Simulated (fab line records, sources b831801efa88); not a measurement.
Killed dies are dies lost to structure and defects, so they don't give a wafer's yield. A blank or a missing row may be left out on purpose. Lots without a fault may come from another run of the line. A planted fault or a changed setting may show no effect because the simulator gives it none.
Which tool did it? | flow gf180mcu | 12 lots, 36 wafers sampled, at 1 step of a route of 602

WHAT THE GAUGES READ, wafer by wafer
GF_V3_CD_MEAS_14: target cd 260 nm.
lot  | measured     | on        | cd_nm (nm)
L075 | day 23 05:36 | cd_sem-02 | 262.2 261.4 262.6
L077 | day 23 19:58 | cd_sem-02 | 260.1 261.6 260.0
L079 | day 24 11:32 | cd_sem-02 | 262.6 262.4 261.2
L081 | day 24 21:01 | cd_sem-01 | 260.9 260.4 260.3
L083 | day 25 17:25 | cd_sem-01 | 262.2 262.2 261.9
L085 | day 26 09:19 | cd_sem-02 | 259.6 258.0 258.9
L087 | day 27 00:35 | cd_sem-01 | 259.0 258.7 258.8
L089 | day 27 10:08 | cd_sem-01 | 259.0 258.2 259.5
L091 | day 28 02:46 | cd_sem-01 | 260.3 262.2 260.4
L093 | day 28 18:13 | cd_sem-02 | 259.3 259.7 258.7
L095 | day 29 03:43 | cd_sem-01 | 259.8 259.7 260.7
L097 | day 29 17:48 | cd_sem-01 | 260.4 258.4 259.9

WHICH TOOL RAN EACH LOT (tool, then ch and the chambers of the sampled wafers, then the start)
The record holds no process step before these readings.

THE ANSWER, worked out from the rows above alone
Rule: what is usual is taken from the lots themselves. Put in order of their means at a reading, lots are off if they are a third of the lots or fewer, leave a main group of 4 or more, and stand apart from it by a gap of 3 or more times the standard deviation of the main group's means; of several such gaps the widest counts. A main group whose means are all the same, to the digits that the tables above print for the reading, isn't used. A lot without any number at a reading at which 4 lots or more have one is off too. The other lots that the step has rows for count as sound.
No lot is off at any reading shown: from this, nothing can be told.

WHAT THE SIMULATOR HAD PUT IN
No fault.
